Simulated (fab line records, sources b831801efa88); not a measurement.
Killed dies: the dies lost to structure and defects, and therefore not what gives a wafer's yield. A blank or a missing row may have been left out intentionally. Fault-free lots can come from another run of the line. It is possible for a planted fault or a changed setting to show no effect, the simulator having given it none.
Problem report, 8D (eight disciplines) form, completed by code | flow sfq line | the parts of the form that need people (team, actions taken, sign-off) are left out

1. THE PROBLEM
rf fwd power W at SFQ_TRILAYER_M3_BARC_OPEN_METAL_ETCH_100 reads a mean of 499.1 W on 6 wafers of 2 lots; wafers without a fault read 594.4 W with a standard deviation of 2.2. Measured from the usual mean, that is -43 standard deviations.
The step: etches BARC in O2, target depth 125 nm, time 41.7 s.
First seen on wafer L824.1, day 30 19:01, on rie metal-03. The record holds 42 wafers of 14 lots with a number at this step. Rule for "out" (also "out of limits"): further than 4 standard deviations from the usual mean. The other wafers with a number count as sound.

2. WHAT IT IS, AND WHAT IT ISN'T
question                    | is                     | is not
which readings at this step | rf fwd power W         | drypump motor current A, oes product au
which lots                  | L824, L825             | L813, L814, L815, L816, L817, L827, L830, L832, L833, L834, L835, L836
which wafers of those lots  | all that have a number | -
read on which tools         | rie metal-03           | rie metal-01, rie metal-04
when                        | from day 30 19:01      | up to then (15 sound wafers); but 21 sound wafers of L827, L830, L832, L833, L834, L835, L836 came after

3. WHAT RULES OUT EACH SUSPECT
Counting: a tool stays on the suspect list if, at a process step up to the reading, it processed all lots that are out and no sound lot following the first of them.
- rie metal-03 at SFQ_TRILAYER_M3_BARC_OPEN_METAL_ETCH_100 (etches BARC in O2, target depth 125 nm, time 41.7 s): ruled out as a lasting fault. Sound lots L834 ran on it after its first lot that is out, L824 (day 30 19:01).
Left after counting: nothing in the record.

4. THE CAUSE (what the simulator had put in)
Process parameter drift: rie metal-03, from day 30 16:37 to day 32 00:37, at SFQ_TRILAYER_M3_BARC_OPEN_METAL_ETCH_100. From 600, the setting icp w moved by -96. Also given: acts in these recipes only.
Counting ruled it out, wrongly.

5. SEQUENCE OF EFFECTS, ordered by route
Each row: a reading where the mean over the struck wafers with a number is more than 3 standard deviations away from the usual. Scope: only readings with a usual standard deviation given in the record; hours: median across lots of the time from each lot's start at the first step in this table that gives one to its start at this step; sigmas: change in usual standard deviations.
hours | step                                     | reading        | usual   | on struck wafers | change | sigmas
0     | SFQ_TRILAYER_M3_BARC_OPEN_METAL_ETCH_100 | rf fwd power W | 594.4 W | 499.1            | -95.3  | -43
Its process steps:
- SFQ_TRILAYER_M3_BARC_OPEN_METAL_ETCH_100: etches BARC in O2, target depth 125 nm, time 41.7 s.

6. WHAT WOULD HAVE CAUGHT IT SOONER
The fault began at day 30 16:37; the first out-of-limits reading in this record came at day 30 19:01, 2 hours later.
